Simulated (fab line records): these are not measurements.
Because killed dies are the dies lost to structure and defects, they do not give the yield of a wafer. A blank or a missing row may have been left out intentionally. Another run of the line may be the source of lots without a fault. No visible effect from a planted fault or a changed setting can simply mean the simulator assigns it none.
2 desks, one fault :: flow sfqLine :: only its own numbers are on each desk; what lay behind them is given at the end

== METROLOGY DESK ==
Means of the sampled wafers that have a number, per lot and without regard to the tool the lot ran on: this is what the gauges read. The brackets show how far a lot's mean lies from the usual mean; more than 4 standard deviations puts the lot out of limits, marked OUT.
Columns: A = C5_OVL at SFQ_C5_OVL_MEAS_937, usual -3 nm; B = M6_NB_RS at SFQ_M6_RS_MEAS_938, usual 0.889 ohm/sq; C = M6_OVL at SFQ_M6_OVL_MEAS_940, usual -1 nm; D = I6_BOW at SFQ_I6_BOW_MEAS_941, usual 8 um; E = I6_OVL at SFQ_I6_OVL_MEAS_942, usual -2 nm; F = M7_NB_RS at SFQ_M7_RS_MEAS_943, usual 0.887 ohm/sq; G = M8_BOW at SFQ_M8_BOW_MEAS_951, usual 8 um
lot: L694
first seen here: day 61 08:08
A: -2
B: 0.896
C: -7
D: 6
E: -1
F: 0.896
G: 6

lot: L697
first seen here: day 67 12:56
A: -7
B: 0.887
C: -8
D: 5
E: 0
F: 0.895
G: 8

lot: L699
first seen here: day 67 16:32
A: -10
B: 0.885
C: -8
D: -3
E: -4
F: 0.889
G: 2

lot: L706
first seen here: day 70 15:46
A: -1
B: 0.889
C: 4
D: 27
E: -2
F: 0.875
G: 25

lot: L707
first seen here: day 70 20:12
A: 2
B: 0.886
C: 0
D: 7
E: -8
F: 0.885
G: 9

lot: L708
first seen here: day 70 21:24
A: -0
B: 0.894
C: -3
D: -2
E: -6
F: 0.895
G: -3

lot: L709
first seen here: day 70 23:49
A: -1
B: 0.908
C: 1
D: 7
E: 5
F: 0.889
G: 4
Finding of this desk: none of the 7 lots has anything out of limits.

== FOR THE TOOL OWNER'S DESK: krfScanner-01 ==
The tool's own readings at SFQ_TRILAYER_M6_LITHO_EXPOSE_160 (exposes mask M6, target cd 500 nm): means of the sampled wafers that have a number, for each lot that ran on this tool. The brackets show how far a lot's mean lies from the usual mean; more than 4 standard deviations puts the lot out of limits, marked OUT.
Columns: A = exposureDoseMJCm2 at SFQ_TRILAYER_M6_LITHO_EXPOSE_160, usual 14.398
lot: L694
first seen here: day 67 02:47
A: 14.411

lot: L697
first seen here: day 69 01:27
A: 14.395

lot: L699
first seen here: day 69 05:52
A: 14.394

lot: L706
first seen here: day 71 22:18
A: 14.385

lot: L707
first seen here: day 72 00:42
A: 9.893 (-99 or more) OUT

lot: L708
first seen here: day 72 01:54
A: 9.928 (-99 or more) OUT

lot: L709
first seen here: day 72 04:30
A: 9.932 (-99 or more) OUT
This desk's finding: out of limits on L707, L708, L709; first on L707, day 72 00:42 (exposureDoseMJCm2 at SFQ_TRILAYER_M6_LITHO_EXPOSE_160). In limits: L694, L697, L699, L706.

== BROUGHT TOGETHER ==
The tool owner's desk could have raised an alarm at day 72 00:42, on L707, L708, L709.
Nothing out of limits was seen by the metrology desk.
The metrology desk has L707, L708, L709 on record, within its limits.
SFQ_TRILAYER_M6_LITHO_EXPOSE_160 was run on krfScanner-01 by each of the lots named.

== WHAT HAD BEEN PUT IN BY THE SIMULATOR ==
Drift in process parameters on krfScanner-01 at SFQ_TRILAYER_M6_LITHO_EXPOSE_160, starting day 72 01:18. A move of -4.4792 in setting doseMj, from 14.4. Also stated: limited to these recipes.
Struck lots among those shown: L707, L708, L709.
